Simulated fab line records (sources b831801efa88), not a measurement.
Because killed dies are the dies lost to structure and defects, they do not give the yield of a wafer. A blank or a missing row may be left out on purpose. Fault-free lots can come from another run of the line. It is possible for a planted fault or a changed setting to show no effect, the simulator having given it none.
Which tool was responsible? ; flow gf180mcu ; 24 lots with 72 wafers sampled at 3 steps, on a route of 602 steps

## WHAT THE GAUGES SHOWED, per wafer
GF_V3_BOW_MEAS_05.
lot;measured;on;V3_BOW (um)
L074;day 21 18:32;film-metro-01;110 108 115
L075;day 22 06:14;film-metro-03;123 111 123
L077;day 22 07:36;film-metro-02;115 119 124
L076;day 22 11:13;film-metro-01;118 124 122
L078;day 23 00:11;film-metro-01;115 126 118
L079;day 23 05:30;film-metro-02;117 129 115
L080;day 23 18:38;film-metro-03;123 131 115
L081;day 23 23:07;film-metro-01;122 134 139
L082;day 24 14:50;film-metro-03;124 125 131
L083;day 24 22:19;film-metro-03;117 122 120
L084;day 25 03:31;film-metro-03;114 111 106
L085;day 25 12:38;film-metro-02;118 107 111
L086;day 25 20:45;film-metro-03;128 125 120
L087;day 26 07:33;film-metro-03;123 126 111
L089;day 26 20:58;film-metro-02;113 113 109
L088;day 26 22:19;film-metro-03;122 122 121
L091;day 27 11:10;film-metro-02;114 105 116
L090;day 27 13:07;film-metro-01;119 124 106
L092;day 27 22:43;film-metro-03;116 107 111
L093;day 28 06:32;film-metro-02;105 120 116
L095;day 28 09:00;film-metro-03;113 105 112
L094;day 28 09:56;film-metro-01;113 117 120
L096;day 28 20:02;film-metro-01;117 118 107
L097;day 29 04:21;film-metro-03;120 113 114

## WHAT TOOL EACH LOT RAN ON (gives the tool, then ch and the chambers of the sampled wafers, and finally the start)
lot;GF_M3_SPUTTER_02;GF_M3_SPUTTER_03
L074;pvd-sputter-04, day 20 17:47;pvd-sputter-04, day 20 17:49
L075;pvd-sputter-02, day 20 23:06;pvd-sputter-02, day 20 23:08
L077;pvd-sputter-03, day 21 06:41;pvd-sputter-03, day 21 06:43
L076;pvd-sputter-02, day 21 10:40;pvd-sputter-02, day 21 10:42
L078;pvd-sputter-04, day 21 23:47;pvd-sputter-04, day 21 23:49
L079;pvd-sputter-02, day 22 05:32;pvd-sputter-02, day 22 05:34
L080;pvd-sputter-02, day 22 18:05;pvd-sputter-02, day 22 18:07
L081;pvd-sputter-02, day 22 23:17;pvd-sputter-02, day 22 23:19
L082;pvd-sputter-03, day 23 15:07;pvd-sputter-03, day 23 15:09
L083;pvd-sputter-03, day 23 22:50;pvd-sputter-03, day 23 22:52
L084;pvd-sputter-02, day 24 03:21;pvd-sputter-02, day 24 03:23
L085;pvd-sputter-04, day 24 13:15;pvd-sputter-04, day 24 13:17
L086;pvd-sputter-03, day 24 21:56;pvd-sputter-03, day 24 21:58
L087;pvd-sputter-03, day 25 08:26;pvd-sputter-03, day 25 08:28
L089;pvd-sputter-04, day 25 22:50;pvd-sputter-04, day 25 22:52
L088;pvd-sputter-04, day 26 00:07;pvd-sputter-04, day 26 00:09
L091;pvd-sputter-02, day 26 13:14;pvd-sputter-02, day 26 13:16
L090;pvd-sputter-02, day 26 14:41;pvd-sputter-02, day 26 14:43
L092;pvd-sputter-03, day 27 00:40;pvd-sputter-03, day 27 00:42
L093;pvd-sputter-03, day 27 08:53;pvd-sputter-03, day 27 08:55
L095;pvd-sputter-03, day 27 10:57;pvd-sputter-03, day 27 10:59
L094;pvd-sputter-02, day 27 12:53;pvd-sputter-02, day 27 12:55
L096;pvd-sputter-03, day 27 23:35;pvd-sputter-03, day 27 23:37
L097;pvd-sputter-02, day 28 07:53;pvd-sputter-02, day 28 07:55
- GF_M3_SPUTTER_02: material AlCu, target thk 450 nm, time 23.9 s.
- GF_M3_SPUTTER_03: material Ti, target thk 10 nm, time 6.7 s.

## AS READ BY THE TOOLS THEMSELVES (means over the sampled wafers that have a number; for cases with no such wafer, the mark the record gives instead)
GF_M3_SPUTTER_02.
lot;tool;throttle-valve-pct (%)
L074;pvd-sputter-04;28.8
L075;pvd-sputter-02;29.5
L077;pvd-sputter-03;29.9
L076;pvd-sputter-02;30.3
L078;pvd-sputter-04;28.5
L079;pvd-sputter-02;30.2
L080;pvd-sputter-02;30.5
L081;pvd-sputter-02;29.7
L082;pvd-sputter-03;29.5
L083;pvd-sputter-03;29.4
L084;pvd-sputter-02;30.5
L085;pvd-sputter-04;29.3
L086;pvd-sputter-03;29.4
L087;pvd-sputter-03;29.2
L089;pvd-sputter-04;28.4
L088;pvd-sputter-04;28.8
L091;pvd-sputter-02;30.2
L090;pvd-sputter-02;29.7
L092;pvd-sputter-03;29.8
L093;pvd-sputter-03;29.9
L095;pvd-sputter-03;29.0
L094;pvd-sputter-02;29.5
L096;pvd-sputter-03;29.4
L097;pvd-sputter-02;29.4

GF_M3_SPUTTER_03.
lot;tool;throttle-valve-pct (%)
L074;pvd-sputter-04;29.0
L075;pvd-sputter-02;29.6
L077;pvd-sputter-03;29.9
L076;pvd-sputter-02;30.3
L078;pvd-sputter-04;28.6
L079;pvd-sputter-02;30.2
L080;pvd-sputter-02;30.4
L081;pvd-sputter-02;29.7
L082;pvd-sputter-03;29.4
L083;pvd-sputter-03;29.6
L084;pvd-sputter-02;30.5
L085;pvd-sputter-04;29.3
L086;pvd-sputter-03;29.3
L087;pvd-sputter-03;29.5
L089;pvd-sputter-04;28.3
L088;pvd-sputter-04;28.7
L091;pvd-sputter-02;30.3
L090;pvd-sputter-02;29.8
L092;pvd-sputter-03;30.0
L093;pvd-sputter-03;29.9
L095;pvd-sputter-03;28.9
L094;pvd-sputter-02;29.4
L096;pvd-sputter-03;29.4
L097;pvd-sputter-02;29.5

## THE ANSWER, worked out from the rows above alone
Rule: the usual values come from the lots themselves. The widest of any qualifying gaps counts: lots, ordered by their means at a reading, are off when they make up no more than a third of the lots, leave a main group of 4 or more, and stand apart from it by 3 or more times the standard deviation of that group's means. The tables above print the reading to a certain number of digits; a main group whose means all agree to those digits is not used. Also off: a lot with no number at a reading for which 4 or more lots have one. All remaining lots with rows at the step are treated as sound. Order of review: gauges by route order, followed by the tools' own readings, for which a lot's mean as printed above is used. The first step at which some lot is off is used, and at that step the reading that is off furthest; a lot without a number counts as furthest.
No lot is off at any reading shown: from this, nothing can be told.

## WHAT HAD BEEN PUT IN BY THE SIMULATOR
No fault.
